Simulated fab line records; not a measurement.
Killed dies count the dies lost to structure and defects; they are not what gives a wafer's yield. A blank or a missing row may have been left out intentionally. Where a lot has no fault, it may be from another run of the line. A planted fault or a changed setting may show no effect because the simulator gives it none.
A lot that was struck, set against a sound lot | flow sky130 | 16 steps out of a route of 708
Sound: the wafers L672.1, L672.4, L672.6. Struck: wafer L680.1. (L680.2, L680.4 of the same lot were not struck and are left out.) The cause comes at the end.
Per side, at each step with rows, come the tool, then ch with its chambers, and then its first start. Under that, the readings that differ: sound wafers | struck wafers | difference of the means | sigmas: that difference in standard deviations of wafers without a fault.
alike: words and numbers the same on both sides, and readings whose means are apart by under 2 such deviations; not compared: readings that were withheld, readings missing a value for some wafer, numbers with overlapping values and no deviation given by the record, and bounds like >300 which may hide the same value.
The two part at a step that has a row with sigmas, a row that says differs or no value, or rows on one side only. Numbers that don't overlap but have no deviation are shown without sigmas and don't part them. Lack of a reading on every wafer of one side parts them only where that side has two or more wafers.

SKY_SD_N_OVL_MEAS_08:
  sound: overlay-02 at day 28 09:05; struck: overlay-02 at day 30 22:56
  alike: SD_N_OVL
then, 2 steps without rows for these wafers: SKY_SD_N_IMPLANT_09; SKY_SD_N_IMPLANT_10.
SKY_SD_N_STRIP_11: strips in O2/N2.
  sound on plasma-asher-01 ch 0,1, day 28 09:25; struck on plasma-asher-02 ch 0, day 30 23:16
  alike: chamber-pressure-mTorr, drypump-motor-current-A, oes-product-au, strip-time-to-endpoint-s
  not compared: rf-hours-counter-h
SKY_SD_N_TW_MEAS_12:
  sound: film-metro-04 at day 28 09:31; struck: film-metro-04 at day 30 23:22
  alike: SD_N_TW
then, 1 step without rows for these wafers: SKY_SD_N_CLEAN_13 (cleans in SC1/SC2, time 150 s).
SKY_SD_N_RTA_14: time 2 s.
  sound on rtp-anneal-01 ch 0, day 28 09:38; struck on rtp-anneal-01 ch 0, day 30 23:29
  alike: lamp-power-pct, ramp-up-c-per-s, wafer_temp_C_max
SKY_SD_N_RS_MEAS_16: uses a four-point probe to measure.
  sound: film-metro-01 at day 28 09:48; struck: film-metro-04 at day 30 23:39
  alike: SD_N_RS
SKY_SD_N_RS_MEAS_17: uses a four-point probe to measure.
  sound: film-metro-01 at day 28 09:55; struck: film-metro-04 at day 30 23:46
  alike: SD_P_RS
SKY_SD_N_RS_MEAS_18: uses a four-point probe to measure.
  sound: film-metro-01 at day 28 10:02; struck: film-metro-04 at day 30 23:53
  alike: RES_XHIGH_RS
then, 1 step without rows for these wafers: SKY_SALICIDE_CLEAN_00 (cleans in HF-last, time 30 s).
SKY_LI_CONTACT_HDPCVD_00: deposits PSG, target thk 930 nm, time 155 s.
  sound on hdpcvd-01 ch 0,2, day 28 10:11; struck on hdpcvd-02 ch 2, day 31 00:02
  reading                                       | sound             | struck | difference | sigmas
  run-length-s (s)                              | 182.8 183.4 182.9 | 231.3  | +48.3      | +99 or more
  model.PSG_of_LI_CONTACT_HDPCVD_00.thk-nm (nm) | 925.4 928.4 938.1 | 1218   | +287       |
SKY_LI_CONTACT_THK_MEAS_01:
  sound: film-metro-04 at day 28 10:17; struck: film-metro-02 at day 31 00:22
  reading                    | sound       | struck | difference | sigmas
  LI_CONTACT_HDPCVD_THK (nm) | 925 930 938 | 1219   | +288       | +36
  not compared: hold
SKY_LI_CONTACT_CMP_02: polishes PSG.
  sound on cmp-01 ch 0,2, day 28 10:23; struck on cmp-01 ch 1, day 31 03:18
  reading                | sound          | struck                   | difference                   | sigmas
  hold                   | - - -          | await-dispo/2.4h/release | no value on the sound wafers |
  time-to-endpoint-s (s) | 27.2 32.5 32.2 | 61.2                     | +30.6                        | +12
  alike: motor-current-A, slurry-flow-ml-min
SKY_LI_CONTACT_BOW_MEAS_03:
  sound: film-metro-01 at day 28 10:38; struck: film-metro-04 at day 31 03:36
  alike: LI_CONTACT_BOW
SKY_PAD_OPEN_PROBE_99:
  rows exist in the record for the sound wafers here (prober-02, day 45 23:26), none for the struck ones

== WHERE THEY PART ==
First at SKY_LI_CONTACT_HDPCVD_00; last, within this record, at SKY_PAD_OPEN_PROBE_99.

WHY: the cause the simulator had injected
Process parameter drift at SKY_LI_CONTACT_HDPCVD_00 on hdpcvd-02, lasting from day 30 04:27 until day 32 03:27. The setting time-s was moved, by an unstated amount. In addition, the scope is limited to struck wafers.
